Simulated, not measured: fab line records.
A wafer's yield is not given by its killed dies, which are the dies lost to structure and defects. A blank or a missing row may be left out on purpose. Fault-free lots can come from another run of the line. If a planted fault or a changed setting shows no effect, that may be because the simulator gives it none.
fab line records	flow gf180mcu
[record] lots = 16	wafers = 48	last_day = 33
route steps=602 shown PSD@257 V2@403 V3@445
lots with no fault: from the same line, run without faults
start_h: start of the lot's first displayed wafer, in hours after the record's first day	wait_h: hours since the lot's step before	" as in the row above	L1.1+2: one row covering several wafers at once	- value missing, or start not given	* or withheld: withheld	< > ~ a bound
route shown NAME@n: names a module that has steps shown in the file, with the first one's number in the route	usual: mean and standard deviation over wafers with no fault	same: alike in all rows	chamber/n: place in a boat	sites: each site's reading	_std_site: how widely they spread, as a standard deviation	_edge_site: the outer-site mean with the inner-site mean subtracted	radius_mm: for every site, how far away it sits from the centre of the wafer	mask NAME#n: copy n	behind: the tool/chamber that last shaped the wafer	hold: reason for holding the lot/hours on hold/outcome of the hold	device: the transistor (n, p or np) that didn't switch	end of line: the same wafers' tests at the end of the route	a step without rows: its recipe alone	killed: not the wafer's yield, but the dies lost to structure and defects at the first sort	map: per-die view of a wafer (x killed, . not killed, _ where there is no die)
set.NAME: setting as actually run; set.NAME@STEP: the setting as run at that earlier step	model.NAME: the simulator's own value behind a step, which no gauge read
one table for each step of the route and one row for each wafer, over a sample of lots
services: from which hour (start_h, from the record's first day; less than 0 if before it) a tool's chamber was out of use, for how many hours, and why
[[steps]]
[step GF_PSD_IMPLANT_09]
[recipe] species = BF2	energy_kev = 40	dose_cm2 = 1.5e+15	tilt_deg = 7
[usual] implant_ion_amu = 49/0
lot.wafer	tool	chamber	start_h	wait_h	implant_ion_amu
L839.2	implanter-04	0	309.86	0.0	49
L839.3	"	0	"	"	49
L839.4	"	0	"	"	49
L841.2	implanter-03	0	353.59	0.0	49
L841.5	"	0	"	"	49
L841.6	"	0	"	"	49
L842.1	implanter-02	0	359.20	0.0	49
L842.4	"	0	"	"	49
L842.6	"	0	"	"	49
L844.1	implanter-02	0	360.26	0.0	49
L844.4	"	0	"	"	49
L844.6	"	0	"	"	49
L843.1	implanter-02	0	362.16	0.0	49
L843.4	"	0	"	"	49
L843.6	"	0	"	"	49
L845.1	implanter-02	0	368.21	0.0	49
L845.4	"	0	"	"	49
L845.6	"	0	"	"	49
L846.3	implanter-02	0	381.41	0.1	49
L846.4	"	0	"	"	49
L846.5	"	0	"	"	49
L847.1	implanter-03	0	386.36	0.0	49
L847.2	"	0	"	"	49
L847.3	"	0	"	"	49
L848.1	implanter-03	0	399.66	0.0	49
L848.2	"	0	"	"	49
L848.3	"	0	"	"	49
L849.1	implanter-04	0	411.16	0.0	49
L849.5	"	0	"	"	49
L849.6	"	0	"	"	49
L850.1	implanter-03	0	416.71	0.0	49
L850.3	"	0	"	"	49
L850.4	"	0	"	"	49
L851.2	implanter-04	0	420.16	0.0	49
L851.4	"	0	"	"	49
L851.5	"	0	"	"	49
L852.2	implanter-02	0	430.24	0.0	75
L852.3	"	0	"	"	75
L852.6	"	0	"	"	75
L853.1	implanter-02	0	446.31	0.0	75
L853.2	"	0	"	"	75
L853.5	"	0	"	"	75
L854.2	implanter-04	0	448.43	0.0	75
L854.3	"	0	"	"	75
L854.5	"	0	"	"	75
L855.1	implanter-03	0	459.88	0.0	75
L855.2	"	0	"	"	75
L855.3	"	0	"	"	75
[step GF_PSD_TW_MEAS_11]
[usual] PSD_TW = 3215/26
lot.wafer	tool	chamber	start_h	wait_h	PSD_TW
L839.2	film_metro-04	-	310.10	0.1	3206
L839.3	"	-	"	"	3206
L839.4	"	-	"	"	3215
L841.2	film_metro-04	-	353.82	0.1	3232
L841.5	"	-	"	"	3213
L841.6	"	-	"	"	3242
L842.1	film_metro-04	-	359.45	0.1	3249
L842.4	"	-	"	"	3230
L842.6	"	-	"	"	3236
L844.1	film_metro-03	-	360.51	0.1	3238
L844.4	"	-	"	"	3205
L844.6	"	-	"	"	3219
L843.1	film_metro-02	-	362.41	0.1	3171
L843.4	"	-	"	"	3163
L843.6	"	-	"	"	3169
L845.1	film_metro-03	-	368.46	0.1	3227
L845.4	"	-	"	"	3230
L845.6	"	-	"	"	3224
L846.3	film_metro-03	-	381.63	0.1	3223
L846.4	"	-	"	"	3241
L846.5	"	-	"	"	3239
L847.1	film_metro-03	-	386.61	0.1	3225
L847.2	"	-	"	"	3227
L847.3	"	-	"	"	3230
L848.1	film_metro-04	-	399.91	0.1	3248
L848.2	"	-	"	"	3250
L848.3	"	-	"	"	3263
L849.1	film_metro-02	-	411.41	0.1	3196
L849.5	"	-	"	"	3187
L849.6	"	-	"	"	3190
L850.1	film_metro-02	-	416.96	0.1	3201
L850.3	"	-	"	"	3198
L850.4	"	-	"	"	3212
L851.2	film_metro-02	-	420.39	0.1	3190
L851.4	"	-	"	"	3194
L851.5	"	-	"	"	3214
L852.2	film_metro-02	-	430.47	0.1	3712
L852.3	"	-	"	"	3677
L852.6	"	-	"	"	3695
L853.1	film_metro-02	-	446.56	0.1	3685
L853.2	"	-	"	"	3680
L853.5	"	-	"	"	3669
L854.2	film_metro-04	-	448.67	0.1	3758
L854.3	"	-	"	"	3780
L854.5	"	-	"	"	3764
L855.1	film_metro-03	-	460.13	0.1	3735
L855.2	"	-	"	"	3743
L855.3	"	-	"	"	3689
[step GF_PSD_RS_MEAS_15]
[recipe] thk_meas_gauge = four-point-probe
[usual] PSD_RS = 108.49/0.28
lot.wafer	tool	chamber	start_h	wait_h	PSD_RS[ohm/sq]
L839.2	film_metro-02	-	310.42	0.1	108.40
L839.3	"	-	"	"	108.33
L839.4	"	-	"	"	108.22
L841.2	film_metro-02	-	354.14	0.1	108.61
L841.5	"	-	"	"	108.47
L841.6	"	-	"	"	108.41
L842.1	film_metro-02	-	359.76	0.1	108.91
L842.4	"	-	"	"	108.64
L842.6	"	-	"	"	108.55
L844.1	film_metro-04	-	360.82	0.1	108.03
L844.4	"	-	"	"	107.74
L844.6	"	-	"	"	108.16
L843.1	film_metro-04	-	362.73	0.1	108.58
L843.4	"	-	"	"	108.94
L843.6	"	-	"	"	108.90
L845.1	film_metro-02	-	368.78	0.1	108.75
L845.4	"	-	"	"	108.42
L845.6	"	-	"	"	108.43
L846.3	film_metro-02	-	381.97	0.1	108.70
L846.4	"	-	"	"	108.58
L846.5	"	-	"	"	108.45
L847.1	film_metro-02	-	386.93	0.1	108.52
L847.2	"	-	"	"	108.43
L847.3	"	-	"	"	108.74
L848.1	film_metro-03	-	400.22	0.1	108.41
L848.2	"	-	"	"	108.11
L848.3	"	-	"	"	108.50
L849.1	film_metro-02	-	411.81	0.1	108.24
L849.5	"	-	"	"	108.83
L849.6	"	-	"	"	108.52
L850.1	film_metro-03	-	417.28	0.1	108.36
L850.3	"	-	"	"	108.81
L850.4	"	-	"	"	108.61
L851.2	film_metro-04	-	420.72	0.1	108.59
L851.4	"	-	"	"	108.40
L851.5	"	-	"	"	108.23
L852.2	film_metro-04	-	430.80	0.1	52.12
L852.3	"	-	"	"	52.22
L852.6	"	-	"	"	52.18
L853.1	film_metro-03	-	446.88	0.1	52.22
L853.2	"	-	"	"	52.35
L853.5	"	-	"	"	52.39
L854.2	film_metro-03	-	449.00	0.1	52.38
L854.3	"	-	"	"	52.28
L854.5	"	-	"	"	52.25
L855.1	film_metro-02	-	460.45	0.1	52.26
L855.2	"	-	"	"	52.20
L855.3	"	-	"	"	52.14
[step GF_V2_SPUTTER_21]
[recipe] material = Ti	target_thk_nm = 15	chamber_pressure_pa = 5	power_w = 2500	substrate_temp_c = 200	time_s = 80.02
[usual] throttle_valve_pct = 29.9/0.74
lot.wafer	tool	chamber	start_h	wait_h	throttle_valve_pct
L839.2	pvd_sputter-03	-	451.45	0.0	30.0
L839.3	"	-	"	"	30.6
L839.4	"	-	"	"	30.9
L841.2	pvd_sputter-02	-	501.14	0.0	29.6
L841.5	"	-	"	"	28.6
L841.6	"	-	"	"	30.6
L842.1	pvd_sputter-04	-	507.05	0.0	29.6
L842.4	"	-	"	"	29.3
L842.6	"	-	"	"	30.1
L844.1	pvd_sputter-02	-	508.00	0.0	29.5
L844.4	"	-	"	"	29.5
L844.6	"	-	"	"	30.4
L843.1	pvd_sputter-03	-	508.22	0.0	31.2
L843.4	"	-	"	"	30.2
L843.6	"	-	"	"	31.0
L845.1	pvd_sputter-02	-	516.30	0.0	29.6
L845.4	"	-	"	"	30.7
L845.6	"	-	"	"	29.6
L846.3	pvd_sputter-02	-	529.51	0.0	30.6
L846.4	"	-	"	"	29.4
L846.5	"	-	"	"	30.4
L847.1	pvd_sputter-02	-	535.38	0.0	30.4
L847.2	"	-	"	"	29.7
L847.3	"	-	"	"	28.8
L848.1	pvd_sputter-02	-	548.61	0.0	28.7
L848.2	"	-	"	"	30.4
L848.3	"	-	"	"	29.5
L849.1	pvd_sputter-04	-	560.14	0.0	30.2
L849.5	"	-	"	"	29.6
L849.6	"	-	"	"	30.4
L850.1	pvd_sputter-04	-	566.16	0.0	29.6
L850.3	"	-	"	"	29.7
L850.4	"	-	"	"	30.6
L851.2	pvd_sputter-02	-	567.12	0.0	28.6
L851.4	"	-	"	"	29.8
L851.5	"	-	"	"	29.9
L852.2	pvd_sputter-02	-	575.66	0.0	31.0
L852.3	"	-	"	"	29.8
L852.6	"	-	"	"	29.9
L853.1	pvd_sputter-03	-	590.89	0.0	31.3
L853.2	"	-	"	"	30.6
L853.5	"	-	"	"	31.1
L854.2	pvd_sputter-02	-	593.75	0.0	30.6
L854.3	"	-	"	"	29.8
L854.5	"	-	"	"	30.6
L855.1	pvd_sputter-04	-	603.42	0.0	29.6
L855.2	"	-	"	"	30.0
L855.3	"	-	"	"	30.2
[step GF_V3_ETCH_16]
[recipe] chemistry = N2/H2	target_depth_a = withheld	overetch_a = withheld	time_s = withheld	target = BARC	ion_energy_ev = 200	source_w = 500	bias_w = 100	pressure_mtorr = 30	n2_flow_sccm = 100	h2_flow_sccm = 200
[usual] drypump_motor_current_A = 5.7/0.47	oes_product_au = 0.855/0.0048	throttle_valve_pct = 13.224/0.0087
lot.wafer	tool	chamber	start_h	wait_h	drypump_motor_current_A	oes_product_au	throttle_valve_pct
L839.2	rie_diel-04	3	501.51	0.0	5.9	0.860	13.238
L839.3	"	1	"	"	5.2	0.851	13.220
L839.4	"	0	"	"	5.6	0.858	13.220
L841.2	rie_diel-02	0	549.78	0.0	6.3	0.851	13.226
L841.5	"	3	"	"	6.2	0.857	13.217
L841.6	"	1	"	"	5.7	0.854	13.214
L842.1	rie_diel-01	2	554.43	0.0	5.1	0.860	13.232
L842.4	"	3	"	"	5.0	0.855	13.215
L842.6	"	1	"	"	5.8	0.858	13.232
L844.1	rie_diel-04	1	554.66	0.0	5.2	0.854	13.219
L844.4	"	2	"	"	5.9	0.858	13.221
L844.6	"	3	"	"	5.9	0.860	13.219
L843.1	rie_diel-01	3	555.73	0.0	5.0	0.859	13.229
L843.4	"	0	"	"	6.5	0.853	13.233
L843.6	"	0	"	"	6.5	0.860	13.226
L845.1	rie_diel-04	3	563.51	0.0	5.9	0.868	13.236
L845.4	"	1	"	"	5.2	0.855	13.229
L845.6	"	1	"	"	5.2	0.854	13.223
L846.3	rie_diel-04	3	576.33	0.0	5.9	0.865	13.230
L846.4	"	1	"	"	5.2	0.852	13.233
L846.5	"	3	"	"	6.0	0.858	13.213
L847.1	rie_diel-04	1	581.18	0.0	5.2	0.850	13.217
L847.2	"	3	"	"	5.9	0.862	13.212
L847.3	"	0	"	"	5.6	0.851	13.227
L848.1	rie_diel-02	2	594.61	0.0	5.6	0.852	13.215
L848.2	"	3	"	"	6.2	0.852	13.218
L848.3	"	1	"	"	5.7	0.854	13.209
L849.1	rie_diel-01	2	604.61	0.0	5.2	0.854	13.228
L849.5	"	3	"	"	5.0	0.852	13.233
L849.6	"	2	"	"	5.1	0.858	13.210
L850.1	rie_diel-04	1	610.56	0.0	5.2	0.850	13.220
L850.3	"	3	"	"	6.0	0.851	13.223
L850.4	"	0	"	"	5.6	0.850	13.228
L851.2	rie_diel-02	3	611.13	0.0	6.3	0.853	13.232
L851.4	"	0	"	"	6.3	0.857	13.217
L851.5	"	2	"	"	5.6	0.861	13.211
L852.2	rie_diel-01	0	620.36	0.0	6.6	0.864	13.219
L852.3	"	2	"	"	5.1	0.864	13.246
L852.6	"	0	"	"	6.6	0.853	13.230
L853.1	rie_diel-01	0	633.91	0.0	6.6	0.849	13.213
L853.2	"	1	"	"	5.9	0.866	13.216
L853.5	"	2	"	"	5.2	0.852	13.246
L854.2	rie_diel-04	3	636.41	0.0	6.0	0.857	13.218
L854.3	"	0	"	"	5.6	0.854	13.235
L854.5	"	2	"	"	5.9	0.864	13.235
L855.1	rie_diel-04	3	646.23	0.0	6.0	0.852	13.208
L855.2	"	2	"	"	5.9	0.847	13.212
L855.3	"	1	"	"	5.2	0.854	13.238
[step GF_V3_SPUTTER_22]
[recipe] material = TiN	target_thk_nm = 10	chamber_pressure_pa = 5	power_w = 4000	time_s = 40
[usual] throttle_valve_pct = 29.7/0.55
lot.wafer	tool	chamber	start_h	wait_h	throttle_valve_pct
L839.2	pvd_sputter-04	-	502.23	0.0	29.5
L839.3	"	-	"	"	30.3
L839.4	"	-	"	"	29.9
L841.2	pvd_sputter-02	-	550.51	0.0	28.6
L841.5	"	-	"	"	29.8
L841.6	"	-	"	"	29.6
L842.1	pvd_sputter-04	-	555.16	0.0	29.5
L842.4	"	-	"	"	29.5
L842.6	"	-	"	"	30.5
L844.1	pvd_sputter-01	-	555.38	0.0	30.2
L844.4	"	-	"	"	30.2
L844.6	"	-	"	"	29.7
L843.1	pvd_sputter-04	-	556.46	0.0	30.2
L843.4	"	-	"	"	29.9
L843.6	"	-	"	"	30.3
L845.1	pvd_sputter-02	-	564.24	0.0	30.8
L845.4	"	-	"	"	29.6
L845.6	"	-	"	"	28.4
L846.3	pvd_sputter-02	-	577.06	0.0	28.4
L846.4	"	-	"	"	30.4
L846.5	"	-	"	"	29.5
L847.1	pvd_sputter-02	-	581.94	0.0	29.8
L847.2	"	-	"	"	30.7
L847.3	"	-	"	"	28.4
L848.1	pvd_sputter-02	-	595.33	0.0	30.4
L848.2	"	-	"	"	29.8
L848.3	"	-	"	"	28.7
L849.1	pvd_sputter-02	-	605.73	0.0	28.5
L849.5	"	-	"	"	28.8
L849.6	"	-	"	"	30.7
L850.1	pvd_sputter-01	-	611.28	0.0	30.1
L850.3	"	-	"	"	29.8
L850.4	"	-	"	"	29.7
L851.2	pvd_sputter-04	-	611.86	0.0	30.0
L851.4	"	-	"	"	29.4
L851.5	"	-	"	"	30.0
L852.2	pvd_sputter-04	-	621.08	0.0	30.4
L852.3	"	-	"	"	29.3
L852.6	"	-	"	"	29.2
L853.1	pvd_sputter-02	-	634.63	0.0	29.4
L853.2	"	-	"	"	30.5
L853.5	"	-	"	"	29.8
L854.2	pvd_sputter-04	-	637.53	0.0	29.7
L854.3	"	-	"	"	29.6
L854.5	"	-	"	"	30.0
L855.1	pvd_sputter-04	-	646.96	0.0	29.4
L855.2	"	-	"	"	30.2
L855.3	"	-	"	"	29.4
[[services]]
tool	chamber	start_h	hours	kind
implanter-02	-	289.51	3.8	repair
rie_diel-01	-	292.92	0.8	repair
pvd_sputter-04	-	295.74	0.8	repair
rie_diel-04	3	327.18	7.7	repair
pvd_sputter-02	-	373.58	1.6	repair
pvd_sputter-02	-	374.65	3.0	repair
rie_diel-04	3	408.06	17.0	repair
pvd_sputter-04	-	426.03	3.2	repair
rie_diel-04	0	469.06	30.4	repair
rie_diel-04	3	471.44	9.1	repair
implanter-02	-	478.81	3.1	pm
pvd_sputter-02	-	481.57	1.1	repair
rie_diel-04	3	481.60	2.7	repair
pvd_sputter-02	-	501.46	1.7	repair
rie_diel-04	0	501.70	25.6	repair
implanter-02	-	557.37	0.6	repair
rie_diel-04	0	572.17	3.1	repair
rie_diel-04	2	576.96	14.7	repair
rie_diel-04	-	589.68	0.9	repair
pvd_sputter-04	-	593.23	0.8	repair
implanter-02	-	599.24	9.8	repair
pvd_sputter-02	-	601.38	4.2	repair
rie_diel-04	2	603.08	2.4	repair
implanter-02	-	612.94	3.8	repair
[[key]]
[first_sign] step = GF_PSD_IMPLANT_09	reading = implant_ion_amu	direction = up	sigmas = 99+	usual = 49	struck = 75
[effect] step = GF_PSD_TW_MEAS_11	reading = PSD_TW	direction = up	sigmas = 19	usual = 3215	struck = 3715
[effect] step = GF_PSD_RS_MEAS_15	reading = PSD_RS	direction = down	sigmas = 99+	usual = 108.49	struck = 52.25
met_at GF_PSD_IMPLANT_09
struck_lots L852,L853,L854,L855
sort_left_out L852.2,L852.3,L852.6,L853.1,L853.2,L853.5,L854.2,L854.3,L854.5,L855.1,L855.2,L855.3
tester_left_out L852,L853,L854,L855
not_acting_at GF_V2_SPUTTER_21,GF_V3_ETCH_16,GF_V3_SPUTTER_22
onset_between 420.16 430.24
[fault] kind = wrong_recipe_download	tool = implanter-02,implanter-03,implanter-04	chamber = -	onset_h = 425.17	steps = GF_PSD_IMPLANT_09	wrong_recipe.not_listed = 1
// tester_left_out: of these lots the tester's yield and bins aren't shown, on N5 and GAA mostly nor the transistor test; their killed dies are dies lost to structure and defects alone, not to doping, threshold or leakage, so they don't give the yield
// sort_left_out: the simulated sort isn't trusted on such a fault, so these wafers' sort isn't shown, and their yield isn't known
